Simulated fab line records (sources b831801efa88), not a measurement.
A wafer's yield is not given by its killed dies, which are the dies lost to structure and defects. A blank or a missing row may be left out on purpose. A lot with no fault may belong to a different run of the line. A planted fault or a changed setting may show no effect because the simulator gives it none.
Check of tool commonality | flow gf180mcu | Lots sampled 11, wafers sampled 33

== WHY THIS WAS OPENED ==
3 of 11 lots carry a flag on the reading DUAL_GATE_OXIDATION_00_THK at GF_DUAL_GATE_THK_MEAS_03. No-fault wafers: 10.98 nm, standard deviation 0.22.
Rule: a lot is flagged in two cases, either no wafer of it has a number, or all its wafers with numbers fall more than 4 standard deviations from that mean. As for the other lots, they are considered sound.

lot  | measured     | on            | DUAL_GATE_OXIDATION_00_THK (nm), wafer by wafer | flag
L568 | day 7 15:43  | film_metro-01 | 10.93 10.86 11.04                               |
L569 | day 7 22:17  | film_metro-01 | 10.73 10.67 10.64                               |
L573 | day 9 00:58  | film_metro-01 | 10.62 10.85 10.65                               |
L574 | day 9 06:09  | film_metro-03 | 11.39 11.38 11.19                               |
L576 | day 9 21:18  | film_metro-03 | 11.22 11.15 11.23                               |
L577 | day 10 03:13 | film_metro-02 | 11.06 11.22 10.98                               |
L578 | day 10 10:25 | film_metro-01 | 11.18 11.16 11.30                               |
L586 | day 12 14:34 | film_metro-03 | 10.91 10.97 11.10                               |
L587 | day 13 01:35 | film_metro-02 | 23.96 24.12 23.87                               | FLAGGED
L588 | day 13 05:01 | film_metro-03 | 23.78 23.91 23.96                               | FLAGGED
L589 | day 13 12:31 | film_metro-03 | 23.64 23.46 23.56                               | FLAGGED
On average the flagged lots' numbers are 23.81 nm, which is +12.83 nm against the usual, or +58 standard deviations.

== TOOL THAT RAN EACH LOT ==
3 process steps preceding the reading are held in the record, out of 602 steps in the route. Each cell gives the tool, then ch followed by the chambers the sampled wafers passed through, then the start.
lot  | flag    | GF_MVPSD_STRIP_10                    | GF_VT_IMPLANT_STRIP_09               | GF_DUAL_GATE_OXIDATION_02
L568 |         | plasma_asher-04 ch 0,1, day 5 00:46  | plasma_asher-03 ch 1, day 5 15:38    | furnace-01 ch 0, day 7 14:16
L569 |         | plasma_asher-04 ch 0,1, day 5 07:24  | plasma_asher-03 ch 0,1, day 5 21:37  | furnace-01 ch 0, day 7 20:49
L573 |         | plasma_asher-03 ch 0,1, day 6 06:47  | plasma_asher-02 ch 1, day 6 21:56    | furnace-01 ch 0, day 8 23:30
L574 |         | plasma_asher-03 ch 0,1, day 6 10:49  | plasma_asher-02 ch 0,1, day 7 02:01  | furnace-02 ch 0, day 9 04:42
L576 |         | plasma_asher-03 ch 0,1, day 7 00:22  | plasma_asher-01 ch 0,1, day 7 15:41  | furnace-02 ch 0, day 9 19:52
L577 |         | plasma_asher-02 ch 0,1, day 7 04:46  | plasma_asher-01 ch 0,1, day 7 20:56  | furnace-02 ch 0, day 10 01:46
L578 |         | plasma_asher-03 ch 0,1, day 7 13:08  | plasma_asher-02 ch 0,1, day 8 05:07  | furnace-02 ch 0, day 10 08:58
L586 |         | plasma_asher-03 ch 0,1, day 9 10:33  | plasma_asher-02 ch 0,1, day 10 04:03 | furnace-02 ch 0, day 12 13:06
L587 | FLAGGED | plasma_asher-02 ch 0, day 9 20:07    | plasma_asher-02 ch 0,1, day 10 14:10 | furnace-01 ch 0, day 13 00:08
L588 | FLAGGED | plasma_asher-04 ch 0, day 10 00:11   | plasma_asher-03 ch 0,1, day 10 17:56 | furnace-01 ch 0, day 13 03:34
L589 | FLAGGED | plasma_asher-04 ch 0,1, day 10 04:33 | plasma_asher-02 ch 0,1, day 10 23:19 | furnace-01 ch 0, day 13 11:03
What is done by these steps:
- GF_MVPSD_STRIP_10: strips in O2/N2.
- GF_VT_IMPLANT_STRIP_09: strips in O2/N2.
- GF_DUAL_GATE_OXIDATION_02: stabilise 600 s, purge 300 s, target thk 10.887 nm.
- GF_DUAL_GATE_THK_MEAS_03

== FLAGGED OVER TOTAL, TOOL BY TOOL (the gauges that took the reading come last) ==
step                      | tool            | lots run | flagged | share of the flagged lots | sound lots run after its first flagged lot
GF_MVPSD_STRIP_10         | plasma_asher-02 | 2        | 1       | some                      | 0
GF_MVPSD_STRIP_10         | plasma_asher-03 | 5        | 0       | none                      | -
GF_MVPSD_STRIP_10         | plasma_asher-04 | 4        | 2       | some                      | 0
GF_VT_IMPLANT_STRIP_09    | plasma_asher-01 | 2        | 0       | none                      | -
GF_VT_IMPLANT_STRIP_09    | plasma_asher-02 | 6        | 2       | some                      | 0
GF_VT_IMPLANT_STRIP_09    | plasma_asher-03 | 3        | 1       | some                      | 0
GF_DUAL_GATE_OXIDATION_02 | furnace-01      | 6        | 3       | all                       | 0
GF_DUAL_GATE_OXIDATION_02 | furnace-02      | 5        | 0       | none                      | -
GF_DUAL_GATE_THK_MEAS_03  | film_metro-01   | 4        | 0       | none                      | -
GF_DUAL_GATE_THK_MEAS_03  | film_metro-02   | 2        | 1       | some                      | 0
GF_DUAL_GATE_THK_MEAS_03  | film_metro-03   | 5        | 2       | some                      | 0

== WHAT THE TABLE ALLOWS ==
In the table, 1 row covers all flagged lots: furnace-01 at GF_DUAL_GATE_OXIDATION_02.
- furnace-01 at GF_DUAL_GATE_OXIDATION_02 ran 6 lots, 3 of them flagged. A fault beginning between L573 (day 8 23:30), its last sound lot, and L587 (day 13 00:08), its first flagged one, fits the data. Its own readings lie more than 4 standard deviations out on every wafer of the flagged lots: spike_tc_bottom_C, spike_tc_centre_C, spike_tc_lower_C, spike_tc_top_C, spike_tc_upper_C, tube_center_temp_C, tube_center_temp_C_max, zone_power_bottom_pct, zone_power_centre_pct, zone_power_lower_pct, zone_power_top_pct, zone_power_upper_pct.
Just one tool remains: furnace-01 at GF_DUAL_GATE_OXIDATION_02.

== WHAT THE SIMULATOR HAD INSERTED ==
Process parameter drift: furnace-01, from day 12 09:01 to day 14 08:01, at GF_DUAL_GATE_OXIDATION_02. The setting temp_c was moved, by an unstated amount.
Struck lots among those shown: L587, L588, L589. The rule above reached the same finding.
